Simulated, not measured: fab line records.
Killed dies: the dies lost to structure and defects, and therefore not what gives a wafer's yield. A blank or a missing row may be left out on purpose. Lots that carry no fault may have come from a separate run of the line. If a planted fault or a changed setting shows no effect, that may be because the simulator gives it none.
fab line records | flow gf180mcu | part 2 of 2: steps 24 to 35 of 35
record: lots: 5 | wafers: 15 | lastDay: 34
route steps=602 shown V1@356 M2@362 V2@382
lots that met no fault: taken from a fault-free run of the same line
startH: start of the lot's first displayed wafer, in hours after the record's first day | waitH: hours since the lot's step before | " the same as in the row above | L1.1+2: one row covering several wafers at once | - no value, or no start given | * or withheld: withheld | < > ~ a bound
route shown NAME@n: a module of which the file shows steps, and the number in the route of the first | usual: average and standard deviation across the fault-free wafers | same: alike in all rows | chamber/n: place in a boat | sites: the reading at each site | _std_site: standard deviation across them | _edge_site: mean of outer sites minus mean of inner sites | radiusMm: how far each site lies from the wafer's centre | mask NAME#n: copy n | behind: the most recent tool/chamber to have shaped the wafer | hold: why the lot was held/for how many hours/how that ended | device: whichever transistor did not switch (one of n, p or np) | end of line: at the end of the route, the tests of the same wafers | step lacking rows: just its recipe | killed: not the wafer's yield, but the dies lost to structure and defects at the first sort | map: the dies of a wafer, with x for killed, . for not killed, _ for no die there
set.NAME: the setting as run; set.NAME@STEP: as run at that earlier step | model.NAME: the simulator's own value behind a step, which no gauge read
lots at some steps of the route; a table a step, a row a wafer
services: a tool's chamber out of use, with start hour (startH, from the record's first day; less than 0 if before it), hours out, and reason
== steps ==
step: GF_M2_STRIP_17
recipe: chemistry: O2/N2 | powerW: 1400 | pressureMtorr: 1500 | platenTempC: 250 | o2FlowSccm: 3000 | n2FlowSccm: 300 | overashFraction: 0.5
usual: drypumpMotorCurrentA: 5.6/0.55 | heaterPowerW: 320/37 | n2FlowSccm: 300.0/0.88 | oesProductAu: 0.558/0.0046 | platenTempC: 250.02/0.18 | stripTimeToEndpointS: 7.87/0.038
lot.wafer | tool           | chamber | startH | waitH | drypumpMotorCurrentA | heaterPowerW | n2FlowSccm | oesProductAu | platenTempC | rfHoursCounterH | stripTimeToEndpointS
L076.1    | plasmaAsher-02 | 1       | 457.63 | 0.1   | 4.7                  | 277          | 301.3      | 0.563        | 249.83      | 3               | 7.85
L076.3    | "              | 1       | "      | "     | 4.7                  | 263          | 300.6      | 0.560        | 249.86      | -               | 7.88
L076.6    | "              | 1       | "      | "     | 4.7                  | 276          | 301.1      | 0.560        | 250.19      | -               | 7.87
L080.2    | plasmaAsher-04 | 1       | 506.94 | 0.1   | 6.0                  | 368          | 301.2      | 0.561        | 250.07      | 72              | 7.85
L080.3    | "              | 1       | "      | "     | 6.0                  | 365          | 300.8      | 0.566        | 250.07      | -               | 7.86
L080.6    | "              | 0       | "      | "     | 5.9                  | 290          | 299.4      | 0.565        | 249.88      | -               | 7.86
L084.4    | plasmaAsher-02 | 0       | 527.58 | 0.1   | 6.4                  | 350          | 300.8      | 0.551        | 250.00      | -               | 7.83
L084.5    | "              | 0       | "      | "     | 6.4                  | 351          | 300.2      | 0.548        | 249.84      | -               | 7.82
L084.6    | "              | 1       | "      | "     | 4.7                  | 275          | 298.2      | 0.556        | 249.87      | -               | 7.83
L088.4    | plasmaAsher-01 | 1       | 562.98 | 0.1   | 5.4                  | 296          | 299.8      | 0.558        | 250.05      | -               | 7.89
L088.5    | "              | 1       | "      | "     | 5.4                  | 302          | 300.4      | 0.555        | 250.06      | -               | 7.88
L088.6    | "              | 0       | "      | "     | 5.7                  | 347          | 299.0      | 0.558        | 250.12      | -               | 7.85
L096.3    | plasmaAsher-01 | 0       | 633.22 | 0.1   | 5.7                  | 351          | 301.5      | 0.554        | 250.34      | -               | 7.88
L096.4    | "              | 1       | "      | "     | 5.4                  | 293          | 300.3      | 0.556        | 250.16      | -               | 7.85
L096.6    | "              | 1       | "      | "     | 5.4                  | 300          | 298.9      | 0.559        | 250.18      | -               | 7.88
step: GF_M2_STRIP_18
recipe: chemistry: postEtchResidueRemover | timeS: 1200 | tempC: 72.5
lot.wafer  | tool        | chamber | startH | waitH
L076.1+3+6 | wetBench-04 | 0       | 457.73 | 0.1
L080.2+3+6 | wetBench-04 | 1       | 507.04 | 0.1
L084.4+5+6 | wetBench-04 | 3       | 527.65 | 0.0
L088.4+5+6 | wetBench-04 | 0       | 563.04 | 0.0
L096.3+4+6 | wetBench-01 | 3       | 633.29 | 0.0
step: GF_M2_CLEAN_19
recipe: chemistry: DIW | dry: n2Spin
lot.wafer  | tool        | chamber | startH | waitH
L076.1+3+6 | wetBench-01 | 2       | 458.10 | 0.0
L080.2+3+6 | wetBench-04 | 2       | 507.38 | 0.0
L084.4+5+6 | wetBench-01 | 1       | 527.99 | 0.0
L088.4+5+6 | wetBench-01 | 1       | 563.38 | 0.0
L096.3+4+6 | wetBench-04 | 1       | 633.63 | 0.0
step: GF_V2_CVD_00
recipe: material: SiO2 | targetThkNm: 600 | sigmaOpenFrac: 0.3 | tempC: 400 | timeS: 100 | sih4FlowSccm: 60 | pressureMtorr: 6
lot.wafer  | tool      | chamber | startH | waitH
L076.1+3+6 | hdpcvd-01 | 0,2,1   | 458.20 | 0.0
L080.2+3+6 | hdpcvd-01 | 0,1,1   | 507.48 | 0.0
L084.4+5+6 | hdpcvd-02 | 0,2,1   | 528.13 | 0.0
L088.4+5+6 | hdpcvd-02 | 0,2,1   | 563.51 | 0.0
L096.3+4+6 | hdpcvd-01 | 1,1,0   | 633.72 | 0.0
step: GF_V2_THK_MEAS_01
recipe: reads: SiO2_of_V2_CVD_00
usual: V2_CVD_00_THK: 600/6.1
lot.wafer | tool         | chamber | startH | waitH | V2_CVD_00_THK[nm]
L076.1    | filmMetro-01 | -       | 458.27 | 0.0   | 602
L076.3    | "            | -       | "      | "     | 602
L076.6    | "            | -       | "      | "     | 598
L080.2    | filmMetro-01 | -       | 507.56 | 0.0   | 606
L080.3    | "            | -       | "      | "     | 603
L080.6    | "            | -       | "      | "     | 592
L084.4    | filmMetro-04 | -       | 528.19 | 0.0   | 596
L084.5    | "            | -       | "      | "     | 601
L084.6    | "            | -       | "      | "     | 604
L088.4    | filmMetro-03 | -       | 563.58 | 0.0   | 596
L088.5    | "            | -       | "      | "     | 595
L088.6    | "            | -       | "      | "     | 592
L096.3    | filmMetro-03 | -       | 633.81 | 0.1   | 595
L096.4    | "            | -       | "      | "     | 593
L096.6    | "            | -       | "      | "     | 600
step: GF_V2_CVD_02
recipe: material: SiO2 | targetThkNm: 850 | precursor: TEOS | tempC: 400 | timeS: 94.851 | rfW: 600
usual: heaterPowerW: 659/99
lot.wafer | tool     | chamber | startH | waitH | heaterPowerW
L076.1    | pecvd-01 | 0       | 458.33 | 0.1   | 514
L076.3    | "        | 1       | "      | "     | 585
L076.6    | "        | 0       | "      | "     | 567
L080.2    | pecvd-04 | 1       | 507.61 | 0.0   | 606
L080.3    | "        | 2       | "      | "     | 789
L080.6    | "        | 1       | "      | "     | 649
L084.4    | pecvd-03 | 2       | 528.26 | 0.1   | 545
L084.5    | "        | 0       | "      | "     | 772
L084.6    | "        | 1       | "      | "     | 597
L088.4    | pecvd-04 | 2       | 563.64 | 0.1   | 731
L088.5    | "        | 0       | "      | "     | 616
L088.6    | "        | 1       | "      | "     | 681
L096.3    | pecvd-04 | 0       | 633.85 | 0.0   | 557
L096.4    | "        | 0       | "      | "     | 622
L096.6    | "        | 1       | "      | "     | 673
step: GF_V2_THK_MEAS_03
recipe: reads: SiO2_of_V2_CVD_02
usual: V2_CVD_02_THK: 847/9.3
lot.wafer | tool         | chamber | startH | waitH | V2_CVD_02_THK[nm]
L076.1    | filmMetro-03 | -       | 458.40 | 0.0   | 841
L076.3    | "            | -       | "      | "     | 846
L076.6    | "            | -       | "      | "     | 846
L080.2    | filmMetro-01 | -       | 507.69 | 0.0   | 848
L080.3    | "            | -       | "      | "     | 852
L080.6    | "            | -       | "      | "     | 857
L084.4    | filmMetro-04 | -       | 528.32 | 0.0   | 845
L084.5    | "            | -       | "      | "     | 850
L084.6    | "            | -       | "      | "     | 838
L088.4    | filmMetro-03 | -       | 563.71 | 0.0   | 845
L088.5    | "            | -       | "      | "     | 855
L088.6    | "            | -       | "      | "     | 847
L096.3    | filmMetro-01 | -       | 633.94 | 0.1   | 835
L096.4    | "            | -       | "      | "     | 858
L096.6    | "            | -       | "      | "     | 855
step: GF_V2_CMP_04
recipe: material: SiO2 | downForcePsi: 4 | platenRpm: 60 | padVelocityMS: 0.94248
usual: motorCurrentA: 11.8/1 | slurryFilterDpKPa: 13.49/0.14 | timeToEndpointS: 79/5
lot.wafer | tool   | chamber | startH | waitH | motorCurrentA | slurryFilterDpKPa | timeToEndpointS
L076.1    | cmp-01 | 3       | 458.46 | 0.1   | 13.0          | 13.65             | 71
L076.3    | "      | 2       | "      | "     | 11.4          | 13.24             | 73
L076.6    | "      | 0       | "      | "     | 13.1          | 13.59             | 75
L080.2    | cmp-01 | 0       | 507.84 | 0.1   | 13.4          | 13.63             | 78
L080.3    | "      | 1       | "      | "     | 12.4          | 13.61             | 78
L080.6    | "      | 3       | "      | "     | 12.9          | 13.45             | 79
L084.4    | cmp-02 | 0       | 528.45 | 0.1   | 11.0          | 13.36             | 76
L084.6    | "      | 2       | "      | "     | 11.1          | 13.41             | 74
L084.5    | "      | 3       | "      | "     | 12.4          | 13.59             | 79
L088.4    | cmp-01 | 1       | 563.89 | 0.2   | 12.5          | 13.58             | 84
L088.6    | "      | 2       | "      | "     | 12.0          | 13.43             | 84
L088.5    | "      | 3       | "      | "     | 12.5          | 13.44             | 89
L096.3    | cmp-01 | 3       | 634.06 | 0.1   | 12.2          | 13.64             | 74
L096.4    | "      | 0       | "      | "     | 13.9          | 13.47             | 88
L096.6    | "      | 3       | "      | "     | 12.6          | 13.45             | 85
step: GF_V2_BOW_MEAS_05
recipe: mode: bow
usual: V2_BOW: 96/8.2
lot.wafer | tool         | chamber | startH | waitH | V2_BOW[um]
L076.1    | filmMetro-01 | -       | 458.76 | 0.2   | 98
L076.3    | "            | -       | "      | "     | 100
L076.6    | "            | -       | "      | "     | 100
L080.2    | filmMetro-04 | -       | 508.06 | 0.2   | 100
L080.3    | "            | -       | "      | "     | 87
L080.6    | "            | -       | "      | "     | 74
L084.4    | filmMetro-04 | -       | 528.71 | 0.2   | 108
L084.5    | "            | -       | "      | "     | 101
L084.6    | "            | -       | "      | "     | 103
L088.4    | filmMetro-03 | -       | 564.10 | 0.2   | 84
L088.5    | "            | -       | "      | "     | 84
L088.6    | "            | -       | "      | "     | 110
L096.3    | filmMetro-03 | -       | 634.38 | 0.3   | 82
L096.4    | "            | -       | "      | "     | 97
L096.6    | "            | -       | "      | "     | 85
step: GF_V2_DEHYDRATE_06
recipe: tempC: 200 | timeS: 60
usual: exhaustPa: 45.0/0.85
lot.wafer | tool          | chamber | startH | waitH | exhaustPa
L076.1    | lithoTrack-02 | 0       | 470.37 | 11.6  | 44.1
L076.3    | "             | 0       | "      | "     | 45.1
L076.6    | "             | 0       | "      | "     | 45.0
L080.2    | lithoTrack-02 | 0       | 519.19 | 11.1  | 46.2
L080.3    | "             | 0       | "      | "     | 45.9
L080.6    | "             | 0       | "      | "     | 46.3
L084.4    | lithoTrack-02 | 0       | 538.94 | 10.2  | 44.1
L084.5    | "             | 0       | "      | "     | 45.1
L084.6    | "             | 0       | "      | "     | 44.9
L088.4    | lithoTrack-03 | 0       | 575.46 | 11.3  | 44.5
L088.5    | "             | 0       | "      | "     | 44.8
L088.6    | "             | 0       | "      | "     | 44.4
L096.3    | lithoTrack-01 | 0       | 643.81 | 9.4   | 44.0
L096.4    | "             | 0       | "      | "     | 44.9
L096.6    | "             | 0       | "      | "     | 44.6
step: GF_V2_HMDS_07
recipe: primeTimeS: 60 | primeTempC: 120
usual: exhaustPa: 45.1/0.94
lot.wafer | tool          | chamber | startH | waitH | exhaustPa
L076.1    | lithoTrack-02 | 0       | 470.52 | 0.1   | 44.1
L076.3    | "             | 0       | "      | "     | 45.7
L076.6    | "             | 0       | "      | "     | 44.3
L080.2    | lithoTrack-02 | 0       | 519.34 | 0.1   | 46.1
L080.3    | "             | 0       | "      | "     | 45.8
L080.6    | "             | 0       | "      | "     | 46.0
L084.4    | lithoTrack-02 | 0       | 539.09 | 0.1   | 45.7
L084.5    | "             | 0       | "      | "     | 46.0
L084.6    | "             | 0       | "      | "     | 45.3
L088.4    | lithoTrack-03 | 0       | 575.61 | 0.1   | 44.9
L088.5    | "             | 0       | "      | "     | 45.1
L088.6    | "             | 0       | "      | "     | 46.5
L096.3    | lithoTrack-01 | 0       | 643.96 | 0.1   | 44.0
L096.4    | "             | 0       | "      | "     | 43.2
L096.6    | "             | 0       | "      | "     | 43.4
step: GF_V2_COAT_08
recipe: resist: BARC | tempC: withheld | timeS: withheld | spinRpm: withheld | resistThkNm: withheld
usual: exhaustPa: 44.9/0.9
lot.wafer | tool          | chamber | startH | waitH | exhaustPa
L076.1    | lithoTrack-02 | 0       | 470.67 | 0.1   | 45.1
L076.3    | "             | 0       | "      | "     | 44.4
L076.6    | "             | 0       | "      | "     | 44.4
L080.2    | lithoTrack-02 | 0       | 519.49 | 0.1   | 46.3
L080.3    | "             | 0       | "      | "     | 46.2
L080.6    | "             | 0       | "      | "     | 45.4
L084.4    | lithoTrack-02 | 0       | 539.24 | 0.1   | 46.2
L084.5    | "             | 0       | "      | "     | 44.3
L084.6    | "             | 0       | "      | "     | 45.5
L088.4    | lithoTrack-03 | 0       | 575.76 | 0.1   | 44.6
L088.5    | "             | 0       | "      | "     | 44.7
L088.6    | "             | 0       | "      | "     | 46.0
L096.3    | lithoTrack-01 | 0       | 644.11 | 0.1   | 44.0
L096.4    | "             | 0       | "      | "     | 45.4
L096.6    | "             | 0       | "      | "     | 46.8
== services ==
tool          | chamber | startH | hours | kind
pvdSputter-03 | -       | 412.81 | 4.5   | repair
rieMetal-02   | 1       | 413.74 | 6.3   | repair
krfScanner-01 | -       | 418.78 | 21.0  | pm
pvdSputter-01 | -       | 422.04 | 1.3   | repair
pvdSputter-04 | -       | 423.87 | 2.7   | repair
cmp-02        | -       | 428.80 | 0.4   | repair
cvdW-02       | 1       | 441.85 | 4.5   | repair
krfScanner-01 | -       | 442.09 | 1.0   | pm
krfScanner-01 | -       | 443.09 | 0.8   | pm
pecvd-04      | -       | 444.93 | 2.8   | pm
pvdSputter-03 | -       | 455.78 | 3.9   | repair
pecvd-04      | 0       | 458.32 | 5.2   | repair
cmp-02        | -       | 458.44 | 3.1   | repair
krfScanner-01 | -       | 461.97 | 11.6  | pm
krfScanner-01 | -       | 473.52 | 4.4   | pm
krfScanner-01 | -       | 492.30 | 1.3   | pm
pvdSputter-03 | -       | 494.54 | 2.9   | repair
cmp-01        | -       | 515.96 | 1.5   | repair
pvdSputter-03 | -       | 534.30 | 2.5   | repair
pvdSputter-01 | -       | 547.60 | 4.8   | repair
cmp-01        | -       | 576.18 | 1.5   | repair
cmp-01        | -       | 591.76 | 8.7   | pm
cmp-01        | -       | 606.41 | 5.8   | repair
cmp-01        | -       | 638.35 | 1.1   | repair
